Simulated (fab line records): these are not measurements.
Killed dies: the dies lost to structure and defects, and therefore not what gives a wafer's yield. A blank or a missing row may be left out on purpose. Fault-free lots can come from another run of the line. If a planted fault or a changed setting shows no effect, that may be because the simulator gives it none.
Chamber matching + flow sfq_line + SFQ_TRILAYER_I4_CMP_CMP_100 on cmp-01: 4 sister chambers
The step polishes SiO2. 4 wafers are shown with their chamber, then 9 later ones without.

WAFERS WITH THEIR CHAMBER
| wafer  | chamber | motor_current_A (A) |
|--------|---------|---------------------|
| L114.2 | 2       | 10.1                |
| L114.4 | 3       | 10.8                |
| L115.5 | 1       | 10.0                |
| L115.6 | 0       | 8.7                 |

WAFERS WHOSE CHAMBER IS MISSING
| wafer  | motor_current_A (A) |
|--------|---------------------|
| L120.1 | 10.5                |
| L120.4 | 10.2                |
| L120.5 | 10.2                |
| L123.2 | 11.0                |
| L123.4 | 8.4                 |
| L123.5 | 9.6                 |
| L124.2 | 9.1                 |
| L124.4 | 9.7                 |
| L124.5 | 9.9                 |

CHAMBER TAKEN BY EACH
| wafer  | from the rows above          | in truth |
|--------|------------------------------|----------|
| L120.1 | can't be placed: 3 or 2 or 1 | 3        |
| L120.4 | can't be placed: 2 or 1 or 3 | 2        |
| L120.5 | can't be placed: 2 or 1 or 3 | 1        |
| L123.2 | 3                            | 3        |
| L123.4 | 0                            | 0        |
| L123.5 | can't be placed: 1 or 2 or 0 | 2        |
| L124.2 | can't be placed: 0 or 1      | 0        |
| L124.4 | can't be placed: 1 or 2      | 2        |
| L124.5 | can't be placed: 1 or 2      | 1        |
Correctly placed: 2 of 9. Unplaceable from these rows: 7, with the true chamber sitting among the candidates in 7. Number placed wrongly: 0.
How it was worked out, from the rows above alone: a wafer's distance from a chamber is the root of the sum, over the readings, of the square of ((its reading less the chamber's mean) divided by the reading's scatter). If the next closest chamber is less than 2 further off than the closest, the wafer can't be placed; otherwise it belongs to the closest. Each chamber's mean is taken over the wafers shown for it. The scatter: root of mean squared gap, hidden wafer to nearest shown wafer, with one shown wafer a chamber.
